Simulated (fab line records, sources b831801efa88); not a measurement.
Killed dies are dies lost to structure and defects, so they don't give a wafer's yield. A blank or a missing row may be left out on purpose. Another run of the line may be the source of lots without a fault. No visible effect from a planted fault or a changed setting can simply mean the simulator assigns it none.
A single fault, viewed from 2 desks ; flow sky130 ; numbers are kept per desk, each desk with only its own; the story behind them comes last

## METROLOGY DESK
What the gauges read for every lot (on any tool): the sampled wafers with a number, averaged. Any lot whose mean is over 4 standard deviations away from the usual mean is out of limits and marked OUT; that distance is given in the brackets.
Columns: A = cdNm at SKY_VT_ADJUST_HVTR_CD_MEAS_07, usual 379.5 nm; B = LDD_HVN_OVL at SKY_LDD_HVN_OVL_MEAS_07, usual 0.4 nm
lot;first seen here;A;B
L647;day 9 18:39;378.6;0.3
L648;day 9 21:48;381.3;1.1
L649;day 10 02:55;379.0;0.7
L651;day 10 18:02;380.7;1.9
L652;day 11 03:30;382.0;-1.0
L654;day 11 21:41;380.7;2.7
L656;day 12 05:51;383.3;1.1
L659;day 13 06:03;379.4;1.3
L660;day 13 14:00;378.0;-0.3
L662;day 14 01:01;379.7;0.3
L663;day 14 10:57;378.8;0.1
L665;day 15 02:02;379.1;0.4
L670;day 16 15:11;380.3;0.1
Result from this desk: across the 13 lots, nothing is out of limits.

## THE TOOL OWNER'S DESK: implanter-01
The tool's own readings at SKY_LDD_N_IMPLANT_10: means of the sampled wafers that have a number, for each lot that ran on this tool. Any lot whose mean is over 4 standard deviations away from the usual mean is out of limits and marked OUT; that distance is given in the brackets.
Columns: A = beamEnergyKeV at SKY_LDD_N_IMPLANT_10, usual 20.000; B = rotationDeg at SKY_LDD_N_IMPLANT_10, usual 203.00 degrees
lot;first seen here;A;B
L652;day 19 22:26;19.996;203.00
L654;day 20 18:29;19.998;203.02
L659;day 22 14:02;20.005;202.97
L660;day 22 22:13;19.997;202.98
L662;day 23 10:41;18.152 (-99 or more) OUT;202.97
L665;day 24 16:16;18.150 (-99 or more) OUT;203.01
This desk's finding: out of limits on L662, L665; first on L662, day 23 10:41 (beamEnergyKeV at SKY_LDD_N_IMPLANT_10). L652, L654, L659, L660 stayed within limits.

## ALL TOGETHER
The tool owner's desk had the chance to raise an alarm at day 23 10:41 on L662, L665.
Metrology desk: nothing out of limits seen.
The metrology desk holds a record of L662, L665, inside its limits.
Every lot named ran SKY_LDD_N_IMPLANT_10 on implanter-01.

## WHAT THE SIMULATOR HAD PUT IN
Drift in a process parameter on implanter-01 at SKY_LDD_N_IMPLANT_10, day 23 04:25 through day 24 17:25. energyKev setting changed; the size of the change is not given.
Shown lots that were struck: L662, L665.
How many hours passed from the start of the fault until each desk's first out-of-limits reading: the tool owner's desk, 6.
